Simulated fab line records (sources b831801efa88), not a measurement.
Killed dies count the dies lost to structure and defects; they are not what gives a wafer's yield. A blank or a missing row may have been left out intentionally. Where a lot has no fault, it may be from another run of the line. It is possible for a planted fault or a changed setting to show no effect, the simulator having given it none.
2 desks, one fault || flow sky130 || each desk has only its own numbers; what lay behind them comes last

## TOOL OWNER'S DESK, rieSi-01
The tool's own readings at SKY_POLY_GATE_ETCH_17 (etches poly-Si in HBr/Cl2, stops on SiO2, target depth 180 nm, time 70.5 s): means of the sampled wafers that have a number, for each lot that ran on this tool. If a lot's mean is further than 4 standard deviations from the usual mean, the lot is out of limits and carries the mark OUT (the distance appears in the brackets).
Columns: A = drypumpMotorCurrentA at SKY_POLY_GATE_ETCH_17, usual 5.7 A; B = oesProductAu at SKY_POLY_GATE_ETCH_17, usual 0.989 a.u.; C = runLengthS at SKY_POLY_GATE_ETCH_17, usual 99.0 s; D = throttleValvePct at SKY_POLY_GATE_ETCH_17, usual 33.685 %
{"lot": "L217", "first seen here": "day 17 00:47", "A": 5.4, "B": 0.987, "C": 99.2, "D": 33.684}
{"lot": "L218", "first seen here": "day 17 08:08", "A": 5.8, "B": 0.990, "C": 99.2, "D": 33.689}
{"lot": "L220", "first seen here": "day 18 03:31", "A": 5.4, "B": 0.991, "C": 99.3, "D": 33.687}
{"lot": "L221", "first seen here": "day 18 13:08", "A": 5.6, "B": 0.991, "C": 98.9, "D": 33.695}
{"lot": "L224", "first seen here": "day 19 20:50", "A": 6.0, "B": 0.986, "C": 98.8, "D": 33.684}
{"lot": "L226", "first seen here": "day 20 11:08", "A": 5.7, "B": 0.983, "C": 100.3, "D": 33.696}
{"lot": "L235", "first seen here": "day 23 13:38", "A": 5.8, "B": 0.991, "C": 98.7, "D": 33.686}
{"lot": "L237", "first seen here": "day 24 07:13", "A": 5.7, "B": 0.987, "C": 99.2, "D": 33.683}
This desk's verdict: no lot among the 8 shows anything out of limits.

## AT THE METROLOGY DESK
What the gauges read, lot by lot, whatever tool the lot ran on: means of the sampled wafers that have a number. If a lot's mean is further than 4 standard deviations from the usual mean, the lot is out of limits and carries the mark OUT (the distance appears in the brackets).
Columns: A = cdNm at SKY_POLY_GATE_CD_MEAS_13, usual 151.0 nm; B = LDD_HVN_OVL at SKY_LDD_HVN_OVL_MEAS_07, usual 1.1 nm
{"lot": "L215", "first seen here": "day 16 10:44", "A": 147.4, "B": 0.3}
{"lot": "L216", "first seen here": "day 16 14:14", "A": 150.5, "B": 1.9}
{"lot": "L217", "first seen here": "day 17 00:28", "A": 150.2, "B": 1.0}
{"lot": "L218", "first seen here": "day 17 07:47", "A": 152.8, "B": 1.4}
{"lot": "L219", "first seen here": "day 17 22:37", "A": 149.5, "B": 1.0}
{"lot": "L220", "first seen here": "day 18 03:10", "A": 149.4, "B": 3.5}
{"lot": "L221", "first seen here": "day 18 12:49", "A": 151.7, "B": 2.6}
{"lot": "L224", "first seen here": "day 19 20:29", "A": 148.3, "B": 0.1}
{"lot": "L226", "first seen here": "day 20 10:47", "A": 152.0, "B": -0.2}
{"lot": "L235", "first seen here": "day 23 13:17", "A": 151.5, "B": -0.7}
{"lot": "L237", "first seen here": "day 24 06:55", "A": 152.2, "B": 1.8}
{"lot": "L238", "first seen here": "day 24 15:47", "A": 150.1, "B": -0.1}
This desk's verdict: no lot among the 12 shows anything out of limits.

## PUT TOGETHER
Nothing out of limits was seen by the tool owner's desk.
Nothing out of limits was seen by the metrology desk.

## WHAT HAD BEEN PUT IN BY THE SIMULATOR
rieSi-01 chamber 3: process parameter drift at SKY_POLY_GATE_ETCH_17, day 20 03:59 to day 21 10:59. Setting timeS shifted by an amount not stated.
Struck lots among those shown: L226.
